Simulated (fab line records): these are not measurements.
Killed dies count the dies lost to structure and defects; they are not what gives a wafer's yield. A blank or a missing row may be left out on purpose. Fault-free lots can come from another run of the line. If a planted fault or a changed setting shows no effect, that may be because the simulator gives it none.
Matching of chambers | flow gf180mcu | 4 sister chambers for GF_V3_CMP_04 on cmp-01
The step polishes SiO2. 8 wafers are shown with their chamber, then 8 later ones without.

== WAFERS, EACH WITH ITS CHAMBER ==
wafer  | chamber | motor-current-A (A) | time-to-endpoint-s (s)
L530.4 | 2       | 14.8                | 80
L530.6 | 2       | 14.3                | 81
L531.6 | 0       | 12.2                | 71
L532.4 | 0       | 12.9                | 77
L540.3 | 1       | 12.8                | 76
L540.4 | 3       | 14.3                | 87
L540.5 | 3       | 14.3                | 83
L544.1 | 1       | 12.2                | 83

== WAFERS WHOSE CHAMBER IS MISSING ==
wafer  | motor-current-A (A) | time-to-endpoint-s (s)
L544.3 | 12.2                | 70
L544.6 | 12.4                | 82
L546.1 | 12.1                | 77
L546.2 | 14.3                | 85
L546.4 | 14.7                | 79
L548.3 | 12.4                | 93
L548.5 | 14.8                | 100
L548.6 | 14.0                | 100

== THE CHAMBER EACH PASSED THROUGH ==
wafer  | from the rows above          | in truth
L544.3 | can't be placed: 0 or 1      | 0
L544.6 | can't be placed: 1 or 0      | 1
L546.1 | can't be placed: 1 or 0      | 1
L546.2 | can't be placed: 3 or 2      | 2
L546.4 | can't be placed: 2 or 3      | 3
L548.3 | can't be placed: 1 or 0 or 3 | 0
L548.5 | can't be placed: 3 or 2      | 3
L548.6 | can't be placed: 3 or 2      | 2
Correct placement for 0 of the 8. Can't be placed from these rows: 8 (the true chamber is among the candidates in 8). Wrongly placed: 0.
How it was worked out, from the rows above alone: a wafer's distance from a chamber is the root of the sum, over the readings, of the square of ((its reading less the chamber's mean) divided by the reading's scatter). If the next closest chamber is less than 2 further off than the closest, the wafer can't be placed; otherwise it belongs to the closest. Each chamber's mean is taken over the wafers shown for it. The scatter is the square root of a quotient: the sum, over the shown wafers, of each reading's squared deviation from its chamber's mean, divided by wafers minus chambers.
